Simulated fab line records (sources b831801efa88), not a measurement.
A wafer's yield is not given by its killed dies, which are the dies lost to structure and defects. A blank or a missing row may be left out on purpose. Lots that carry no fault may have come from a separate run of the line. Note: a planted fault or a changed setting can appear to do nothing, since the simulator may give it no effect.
Which tool was responsible? + flow gf180mcu + Sampling: 11 lots, 33 wafers, 2 of 602 route steps

## WHAT THE GAUGES READ, wafer by wafer
GF_V5_CD_MEAS_14: the cd target is 260 nm.
| lot  | measured     | on        | cd nm (nm)        |
|------|--------------|-----------|-------------------|
| L551 | day 27 01:42 | cd sem-01 | 258.0 259.1 258.2 |
| L552 | day 27 20:40 | cd sem-02 | 258.0 258.9 258.2 |
| L553 | day 27 22:56 | cd sem-02 | 258.2 258.5 258.4 |
| L554 | day 28 00:13 | cd sem-02 | 259.2 259.9 258.1 |
| L555 | day 28 18:20 | cd sem-01 | 261.3 260.6 260.0 |
| L556 | day 29 07:14 | cd sem-02 | 261.9 262.9 261.4 |
| L560 | day 30 05:30 | cd sem-01 | 257.0 258.4 257.9 |
| L562 | day 30 16:07 | cd sem-01 | 259.2 259.8 259.9 |
| L563 | day 30 23:50 | cd sem-02 | 258.4 257.6 258.4 |
| L564 | day 31 04:15 | cd sem-02 | 261.1 260.4 260.4 |
| L574 | day 33 13:10 | cd sem-02 | 259.0 259.9 260.1 |

## EACH LOT AND THE TOOL THAT RAN IT (in order: tool; ch and the chambers of the sampled wafers; start)
| lot  | GF_V4_SPUTTER_21             |
|------|------------------------------|
| L551 | pvd sputter-04, day 24 06:32 |
| L552 | pvd sputter-04, day 25 03:49 |
| L553 | pvd sputter-01, day 25 06:03 |
| L554 | pvd sputter-04, day 25 08:34 |
| L555 | pvd sputter-04, day 26 03:23 |
| L556 | pvd sputter-01, day 26 16:37 |
| L560 | pvd sputter-01, day 27 17:34 |
| L562 | pvd sputter-02, day 28 05:14 |
| L563 | pvd sputter-02, day 28 12:34 |
| L564 | pvd sputter-04, day 28 17:52 |
| L574 | pvd sputter-04, day 31 08:41 |
- GF_V4_SPUTTER_21: material Ti, target thk 15 nm, time 80.02 s.

## THE ANSWER, worked out from the rows above alone
Rule: what is usual is taken from the lots themselves. The widest of any qualifying gaps counts: lots, ordered by their means at a reading, are off when they make up no more than a third of the lots, leave a main group of 4 or more, and stand apart from it by 3 or more times the standard deviation of that group's means. The tables above print the reading to a certain number of digits; a main group whose means all agree to those digits is not used. A lot without any number at a reading at which 4 lots or more have one is off too. The other lots that the step has rows for count as sound.
No lot is off at any reading shown: from this, nothing can be told.

## WHAT THE SIMULATOR HAD PUT IN
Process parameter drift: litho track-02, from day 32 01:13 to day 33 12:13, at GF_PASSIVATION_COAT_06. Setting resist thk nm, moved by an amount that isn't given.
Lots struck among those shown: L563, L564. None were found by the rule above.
